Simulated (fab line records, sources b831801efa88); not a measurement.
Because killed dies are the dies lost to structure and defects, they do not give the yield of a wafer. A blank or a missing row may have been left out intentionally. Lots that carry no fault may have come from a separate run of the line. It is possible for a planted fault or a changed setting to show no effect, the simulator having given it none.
Chamber matching    flow sky130    4 sister chambers for SKY_METAL3_ETCH_17 on rie-diel-03
The step etches SiO2 in C4F8/O2/Ar, stops on TiN, time 3.9 s, target depth 15 nm. 4 wafers are shown with their chamber, then 10 later ones without.

## WAFERS, EACH WITH ITS CHAMBER
wafer   chamber  oes-product-au (a.u.)
L083.4  2        0.756
L084.5  0        0.755
L085.2  1        0.746
L085.3  3        0.745

## WAFERS WHOSE CHAMBER IS MISSING
wafer   oes-product-au (a.u.)
L085.4  0.763
L092.2  0.765
L092.4  0.762
L092.6  0.767
L094.1  0.752
L094.3  0.749
L094.4  0.753
L096.1  0.761
L096.3  0.753
L096.4  0.756

## THE CHAMBER EACH PASSED THROUGH
wafer   from the rows above                in truth
L085.4  can't be placed: 2 or 0 or 1 or 3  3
L092.2  can't be placed: 2 or 0 or 1 or 3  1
L092.4  can't be placed: 2 or 0 or 1 or 3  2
L092.6  can't be placed: 2 or 0 or 1 or 3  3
L094.1  can't be placed: 0 or 2 or 1 or 3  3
L094.3  can't be placed: 1 or 3 or 0 or 2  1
L094.4  can't be placed: 0 or 2 or 1 or 3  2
L096.1  can't be placed: 2 or 0 or 1 or 3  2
L096.3  can't be placed: 0 or 2 or 1 or 3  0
L096.4  can't be placed: 2 or 0 or 1 or 3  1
Correct placement for 0 of the 10. From these rows, 10 cannot be placed; in 10 the true chamber is one of the candidates. Placed wrongly: 0.
How it was worked out, from the rows above alone: a wafer's distance from a chamber is the root of the sum, over the readings, of the square of ((its reading less the chamber's mean) divided by the reading's scatter). If the next closest chamber is less than 2 further off than the closest, the wafer can't be placed; otherwise it belongs to the closest. Each chamber's mean is taken over the wafers shown for it. The scatter: with one shown wafer a chamber, the root of the mean of the squares of how far each hidden wafer lies from its nearest shown one.
